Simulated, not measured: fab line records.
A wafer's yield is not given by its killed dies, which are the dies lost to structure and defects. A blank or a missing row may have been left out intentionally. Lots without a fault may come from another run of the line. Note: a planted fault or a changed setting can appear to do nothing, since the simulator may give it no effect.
Problem report, 8D (eight disciplines) form, completed by code | flow sky130 | the parts of the form that need people (team, actions taken, sign-off) are left out

## 1. THE ISSUE
Mean LDD_LDN_TW at SKY_LDD_LDN_TW_MEAS_13: 1431 over 6 wafers in 2 lots; fault-free wafers: 1477, standard deviation 6.9. Relative to the usual mean, that is a shift of -6.7 standard deviations.
Earliest sighting: wafer L809.1 on filmMetro-04 at day 28 07:47. Wafers with a number at this step in the record: 36, from 12 lots. Rule for "out" (also "out of limits"): further than 4 standard deviations from the usual mean. The other wafers with a number count as sound.

## 2. WHAT THIS IS AND IS NOT
question                    | is                         | is not
which readings at this step | LDD_LDN_TW                 | -
which lots                  | L809, L812                 | L794, L795, L796, L797, L799, L800, L801, L813, L814, L815
which wafers of those lots  | all that have a number     | -
read on which gauges        | filmMetro-01, filmMetro-04 | filmMetro-03
when                        | from day 28 07:47          | up to then (21 sound wafers); but 9 sound wafers of L813, L814, L815 came after

## 3. SUSPECTS, AND WHAT RULES EACH OUT
Counting: a tool at any process step up to the reading remains a suspect when it ran all the lots that are out and ran no sound lot after the first of those.
- the gauge at SKY_LDD_LDN_TW_MEAS_13 is ruled out. The wafers that are out were read on 2 gauges (filmMetro-01, filmMetro-04).
- rieDiel-02 at SKY_FIELD_ISO_ETCH_15 (etches the open film in CHF3/O2, stops on Si, target depth 180 nm, time 72 s): ruled out as a lasting fault. Sound lots L815 ran on it after its first lot that is out, L809 (day 5 11:08).
- implanter-02 at SKY_LDD_LDN_IMPLANT_08: kept. Every lot that is out went through it, starting with L809 (day 28 07:05), and after that it ran no sound lot; the last sound lot it ran before then is L800 (day 25 08:13). Its own doseIonsCm2, faradayCurrentUA readings are out on those wafers.
Remaining after the count: implanter-02 at SKY_LDD_LDN_IMPLANT_08.

## 4. THE CAUSE (what the simulator had put in)
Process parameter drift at SKY_LDD_LDN_IMPLANT_08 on implanter-02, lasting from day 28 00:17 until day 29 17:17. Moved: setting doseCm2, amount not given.
This tool alone remained once counting was done.

## 5. THE EFFECT CHAIN, in route order
One row per reading whose mean, taken over the struck wafers that have a number, lies over 3 standard deviations from the usual. Scope: only readings with a usual standard deviation given in the record; hours: median across lots of the time from each lot's start at the first step in this table that gives one to its start at this step; sigmas: change in usual standard deviations.
hours | step                   | reading          | usual    | on struck wafers | change    | sigmas
0     | SKY_LDD_LDN_IMPLANT_08 | doseIonsCm2      | 1.25e+13 | 7.26e+12         | -5.24e+12 | -99 or more
0     | SKY_LDD_LDN_IMPLANT_08 | faradayCurrentUA | 70.4     | 40.7             | -29.7     | -23
1     | SKY_LDD_LDN_TW_MEAS_13 | LDD_LDN_TW       | 1477     | 1431             | -46       | -6.7
The process steps in it:
- SKY_LDD_LDN_IMPLANT_08

## 6. HOW IT WOULD HAVE BEEN CAUGHT EARLIER
In this record the first reading out of limits at a measuring or inspecting step was taken at day 28 07:47, 8 hours after the fault began at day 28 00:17.
The tool's own readings at SKY_LDD_LDN_IMPLANT_08 were out on every struck wafer that the step has a row for (doseIonsCm2, faradayCurrentUA): an alarm limit on them would have fired on the first of those.
L812, from the lots that are out (2), started SKY_LDD_LDN_IMPLANT_08 on implanter-02 later than day 28 07:47. A tool hold placed at that time would have kept it from harm.
